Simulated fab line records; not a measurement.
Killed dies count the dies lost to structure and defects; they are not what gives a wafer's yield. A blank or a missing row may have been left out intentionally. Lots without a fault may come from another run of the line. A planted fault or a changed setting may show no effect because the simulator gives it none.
The tool behind it: which one? | flow gf180mcu | Sampling: 11 lots, 33 wafers, 6 of 602 route steps

WHAT EACH GAUGE READ, for each wafer
GF_STI_BOW_MEAS_00. Usual: INCOMING_BOW typically reads 0 um, with standard deviation 6.2.
lot  | measured    | on            | INCOMING_BOW (um) | flag
L818 | day 1 10:00 | film metro-04 | -1 -4 5           |
L820 | day 1 20:02 | film metro-03 | 11 -3 5           |
L821 | day 2 01:00 | film metro-04 | 2 -1 12           |
L825 | day 2 21:02 | film metro-04 | 2 8 8             |
L827 | day 3 07:01 | film metro-01 | 0 3 -7            |
L828 | day 3 12:01 | film metro-01 | 5 4 -7            |
L833 | day 4 13:00 | film metro-03 | 6 2 7             |
L836 | day 5 04:00 | film metro-03 | 6 2 3             |
L837 | day 5 09:00 | film metro-04 | -7 -1 -2          |
L838 | day 5 14:01 | film metro-03 | -3 4 4            |
L840 | day 6 00:01 | film metro-03 | -8 -13 -4         |

GF_VT_IMPLANT_OVL_MEAS_07. Usual: VT_IMPLANT_OVL typically reads -1.3 nm, with standard deviation 1.4.
lot  | measured     | on         | VT_IMPLANT_OVL (nm) | flag
L818 | day 5 13:52  | overlay-01 | -1.7 -0.6 -1.6      |
L820 | day 6 00:44  | overlay-01 | -4.0 -4.5 -4.5      |
L821 | day 6 09:25  | overlay-02 | -3.2 -1.5 -3.8      |
L825 | day 7 10:46  | overlay-01 | -1.6 -2.0 -1.2      |
L827 | day 8 03:29  | overlay-01 | -2.5 -2.5 -2.1      |
L828 | day 8 06:55  | overlay-01 | -2.5 -1.4 -2.0      |
L833 | day 9 11:10  | overlay-02 | -0.4 -0.9 -0.8      |
L836 | day 10 05:34 | overlay-01 | 0.8 1.1 -0.5        |
L837 | day 10 13:19 | overlay-02 | -1.6 -2.1 -1.3      |
L838 | day 10 18:46 | overlay-02 | 0.9 0.2 0.0         |
L840 | day 11 06:46 | overlay-02 | 0.3 0.2 0.0         |

GF_VT_IMPLANT_RS_MEAS_47: the measuring method here is four-point-probe. Usual: NWELL_RS typically reads 488.5 ohm/sq, with standard deviation 1.3.
lot  | measured     | on            | NWELL_RS (ohm/sq)                   | flag
L818 | day 7 11:59  | film metro-01 | 489.2 490.9 490.0                   |
L820 | day 7 23:47  | film metro-02 | 487.3 486.5 486.7                   |
L821 | day 8 09:26  | film metro-01 | 490.0 489.4 489.8                   |
L825 | day 9 13:47  | film metro-03 | 487.4 488.4 489.3                   |
L827 | day 10 07:57 | film metro-03 | 487.7 488.5 490.2                   |
L828 | day 10 12:17 | film metro-03 | 487.2 485.5 488.3                   |
L833 | day 11 17:47 | film metro-01 | 496.3 498.5 497.0 497.3 498.3 497.5 | OFF
L836 | day 12 13:37 | film metro-01 | 497.7 500.6 497.8 498.5 500.8 497.5 | OFF
L837 | day 12 22:08 | film metro-02 | 488.0 489.1 488.1                   |
L838 | day 13 04:30 | film metro-03 | 489.2 489.6 488.6                   |
L840 | day 13 18:29 | film metro-01 | 488.9 489.9 490.1                   |

GF_VT_IMPLANT_RS_MEAS_48: the measuring method here is four-point-probe. Usual: LVPWELL_RS typically reads 1197.5 ohm/sq, with standard deviation 2.8.
lot  | measured     | on            | LVPWELL_RS (ohm/sq)  | flag
L818 | day 7 12:07  | film metro-01 | 1198.1 1197.4 1200.3 |
L820 | day 7 23:54  | film metro-02 | 1195.0 1193.5 1193.4 |
L821 | day 8 09:34  | film metro-01 | 1197.0 1199.5 1193.1 |
L825 | day 9 13:54  | film metro-03 | 1197.4 1197.3 1198.7 |
L827 | day 10 08:04 | film metro-03 | 1198.4 1200.5 1200.0 |
L828 | day 10 12:25 | film metro-03 | 1197.1 1194.5 1196.9 |
L833 | day 11 19:52 | film metro-01 | 1199.3 1197.9 1198.5 |
L836 | day 12 19:53 | film metro-01 | 1201.1 1201.9 1200.0 |
L837 | day 12 22:15 | film metro-02 | 1197.0 1195.0 1200.4 |
L838 | day 13 04:37 | film metro-03 | 1198.2 1197.7 1197.6 |
L840 | day 13 18:37 | film metro-01 | 1200.5 1195.3 1198.2 |

WHAT TOOL EACH LOT RAN ON (gives the tool, then ch and the chambers of the sampled wafers, and finally the start)
lot  | GF_NWELL_IMPLANT_08            | GF_LVPWELL_STRIP_10
L818 | implanter-04 ch 0, day 3 08:13 | plasma asher-04 ch 0,1, day 3 21:27
L820 | implanter-02 ch 0, day 3 17:51 | plasma asher-04 ch 0,1, day 4 06:41
L821 | implanter-03 ch 0, day 4 01:03 | plasma asher-02 ch 0,1, day 4 14:17
L825 | implanter-04 ch 0, day 4 22:21 | plasma asher-02 ch 0,1, day 5 12:59
L827 | implanter-04 ch 0, day 5 13:01 | plasma asher-04 ch 0,1, day 6 04:10
L828 | implanter-03 ch 0, day 5 16:19 | plasma asher-04 ch 1, day 6 07:20
L833 | implanter-04 ch 0, day 6 17:44 | plasma asher-03 ch 0, day 7 09:13
L836 | implanter-04 ch 0, day 7 09:10 | plasma asher-03 ch 0,1, day 8 01:40
L837 | implanter-03 ch 0, day 7 15:57 | plasma asher-03 ch 0,1, day 8 08:40
L838 | implanter-03 ch 0, day 7 20:31 | plasma asher-03 ch 0,1, day 8 13:25
L840 | implanter-02 ch 0, day 8 07:17 | plasma asher-03 ch 0, day 9 01:04
- GF_NWELL_IMPLANT_08
- GF_LVPWELL_STRIP_10: strips in O2/N2.

WHAT THE TOOLS THEMSELVES READ (means of the sampled wafers that have a number; where no wafer has one, the mark that the record gives instead)
GF_NWELL_IMPLANT_08. Usual: beam energy keV 450.04, standard deviation 0.13; beam on s 10.03 s, standard deviation 0.2; faraday current uA 84.3, standard deviation 1.7.
lot  | tool         | beam energy keV | beam on s (s) | faraday current uA | flag
L818 | implanter-04 | 450.08          | 10.08         | 83.7               |
L820 | implanter-02 | 450.17          | 10.34         | 81.8               |
L821 | implanter-03 | 449.94          | 9.86          | 85.7               |
L825 | implanter-04 | 450.02          | 10.24         | 82.5               |
L827 | implanter-04 | 449.92          | 10.16         | 83.6               |
L828 | implanter-03 | 449.90          | 9.98          | 84.7               |
L833 | implanter-04 | 407.12          | 10.18         | 82.8               | OFF
L836 | implanter-04 | 407.25          | 9.89          | 85.6               | OFF
L837 | implanter-03 | 450.11          | 9.98          | 84.7               |
L838 | implanter-03 | 450.17          | 9.98          | 84.8               |
L840 | implanter-02 | 449.97          | 10.03         | 84.0               |

GF_LVPWELL_STRIP_10. Usual: value, then standard deviation, for each; chamber pressure mTorr 1500.0 mTorr / 1.3; drypump motor current A 6.00 A / 0.27; heater power w 345 W / 39; n2 flow sccm 299.9 sccm / 0.92; o2 flow sccm 3002 sccm / 8.9; oes product au 0.723 a.u. / 0.0045; strip time to endpoint s 37.21 s / 0.097.
lot  | tool            | chamber pressure mTorr (mTorr) | drypump motor current A (A) | heater power w (W) | n2 flow sccm (sccm) | o2 flow sccm (sccm) | oes product au (a.u.) | strip time to endpoint s (s) | flag
L818 | plasma asher-04 | 1500.4                         | 5.65                        | 307                | 300.8               | 3009                | 0.725                 | 37.43                        |
L820 | plasma asher-04 | 1501.3                         | 6.04                        | 289                | 299.1               | 3009                | 0.721                 | 37.24                        |
L821 | plasma asher-02 | 1499.1                         | 6.04                        | 379                | 299.9               | 2999                | 0.721                 | 37.18                        |
L825 | plasma asher-02 | 1501.3                         | 6.15                        | 395                | 300.0               | 2993                | 0.722                 | 37.20                        |
L827 | plasma asher-04 | 1501.3                         | 5.67                        | 308                | 298.9               | 2995                | 0.725                 | 37.13                        |
L828 | plasma asher-04 | 1500.9                         | 6.39                        | 291                | 300.3               | 3004                | 0.725                 | 37.17                        |
L833 | plasma asher-03 | 1498.7                         | 6.08                        | 368                | 300.6               | 3000                | 0.725                 | 37.21                        |
L836 | plasma asher-03 | 1499.1                         | 5.99                        | 325                | 300.0               | 2993                | 0.717                 | 37.08                        |
L837 | plasma asher-03 | 1500.3                         | 6.02                        | 346                | 299.7               | 3000                | 0.726                 | 37.15                        |
L838 | plasma asher-03 | 1499.7                         | 6.03                        | 349                | 299.0               | 3002                | 0.723                 | 37.43                        |
L840 | plasma asher-03 | 1500.1                         | 6.10                        | 362                | 299.8               | 2997                | 0.723                 | 37.37                        |

THE ANSWER, worked out from the rows above alone
Rule: take the mean of a lot's wafers that have a number; if it is more than 3 standard deviations from the usual mean, the lot is off. Also off: a lot with no number at a reading for which 4 or more lots have one. The other lots that the step has rows for count as sound. The gauges are gone through in route order, then the tools' own readings, and for those a lot's mean is taken as printed above. At the first step where some lot is off, the reading lying furthest off is the one used; lots without a number count as furthest.
Off: L833, L836, seen at GF_VT_IMPLANT_RS_MEAS_47 (NWELL_RS).
If a tool, at a process step before that reading, ran all the lots that are off and no sound lot after the first of them, it fits. The gauges at GF_VT_IMPLANT_RS_MEAS_47 aren't tried: what is off there is off at GF_NWELL_IMPLANT_08 too, on other tools, and a gauge's error can't cause that. One candidate fits, namely implanter-04 at GF_NWELL_IMPLANT_08. Its last sound lot is L827 (day 5 13:01), its first lot that is off L833 (day 6 17:44): a fault that began between those two fits.
The tool's own readings at GF_NWELL_IMPLANT_08 bear it out: on the lots that are off they differ by more than 5 times the standard deviation of the sound lots' means. beam energy keV reads 407.19 there against 450.03 on the sound lots.

WHAT THE SIMULATOR HAD PUT IN
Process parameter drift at GF_NWELL_IMPLANT_08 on implanter-04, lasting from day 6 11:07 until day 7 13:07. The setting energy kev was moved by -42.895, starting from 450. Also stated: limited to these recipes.
Struck lots among those shown: L833, L836. Same finding as the rule above.
